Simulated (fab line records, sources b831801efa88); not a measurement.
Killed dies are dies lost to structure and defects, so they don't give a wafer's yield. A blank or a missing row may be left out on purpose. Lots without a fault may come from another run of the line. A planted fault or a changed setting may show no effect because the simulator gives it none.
Which tool did it? | flow gf180mcu | 11 lots, 33 wafers sampled, at 3 steps of a route of 602

WHAT THE GAUGES READ, wafer by wafer
GF_CONTACT_RS_MEAS_25: measures by four-point-probe.
lot  | measured     | on            | CONTACT_W_RS (ohm/sq)
L596 | day 16 03:59 | film_metro-03 | 0.380 0.380 0.381
L597 | day 16 16:04 | film_metro-02 | 0.389 0.386 0.389
L598 | day 17 05:54 | film_metro-04 | 0.381 0.384 0.386
L603 | day 18 17:30 | film_metro-04 | 0.377 0.375 0.379
L604 | day 19 02:46 | film_metro-02 | 0.387 0.386 0.391
L606 | day 20 01:54 | film_metro-03 | 0.382 0.386 0.381
L608 | day 20 20:36 | film_metro-02 | 0.380 0.380 0.378
L609 | day 20 23:28 | film_metro-02 | 0.387 0.354 0.394
L612 | day 22 01:56 | film_metro-02 | 0.379 0.381 0.381
L618 | day 24 02:26 | film_metro-04 | 0.381 0.387 0.382
L619 | day 24 03:34 | film_metro-04 | 0.380 0.386 0.387

WHICH TOOL RAN EACH LOT (tool, then ch and the chambers of the sampled wafers, then the start)
lot  | GF_CONTACT_ETCH_16                 | GF_CONTACT_CVD_24
L596 | rie_diel-01 ch 0,1, day 16 03:16   | cvd_w-01 ch 0,1, day 16 03:52
L597 | rie_diel-03 ch 2,3, day 16 15:24   | cvd_w-02 ch 1, day 16 15:58
L598 | rie_diel-03 ch 0,1,3, day 17 05:12 | cvd_w-01 ch 0,1, day 17 05:48
L603 | rie_diel-02 ch 0,1, day 18 16:50   | cvd_w-01 ch 0,1, day 18 17:24
L604 | rie_diel-03 ch 1,2,3, day 19 02:03 | cvd_w-01 ch 1, day 19 02:38
L606 | rie_diel-01 ch 1,2,3, day 20 01:13 | cvd_w-02 ch 0,1, day 20 01:47
L608 | rie_diel-01 ch 0,2,3, day 20 19:55 | cvd_w-01 ch 0, day 20 20:29
L609 | rie_diel-03 ch 0,2, day 20 22:49   | cvd_w-02 ch 0,1, day 20 23:22
L612 | rie_diel-01 ch 0,2,3, day 22 01:16 | cvd_w-01 ch 0,1, day 22 01:50
L618 | rie_diel-02 ch 1,2, day 24 01:44   | cvd_w-02 ch 0,1, day 24 02:19
L619 | rie_diel-01 ch 0,1, day 24 02:48   | cvd_w-02 ch 0, day 24 03:22
- GF_CONTACT_ETCH_16: etches BARC in N2/H2.
- GF_CONTACT_CVD_24: deposits W, target thk 300 nm, time 90.339 s.

THE ANSWER, worked out from the rows above alone
Rule: what is usual is taken from the lots themselves. Put in order of their means at a reading, lots are off if they are a third of the lots or fewer, leave a main group of 4 or more, and stand apart from it by a gap of 3 or more times the standard deviation of the main group's means; of several such gaps the widest counts. A main group whose means are all the same, to the digits that the tables above print for the reading, isn't used. A lot without any number at a reading at which 4 lots or more have one is off too. The other lots that the step has rows for count as sound.
No lot is off at any reading shown: from this, nothing can be told.

WHAT THE SIMULATOR HAD PUT IN
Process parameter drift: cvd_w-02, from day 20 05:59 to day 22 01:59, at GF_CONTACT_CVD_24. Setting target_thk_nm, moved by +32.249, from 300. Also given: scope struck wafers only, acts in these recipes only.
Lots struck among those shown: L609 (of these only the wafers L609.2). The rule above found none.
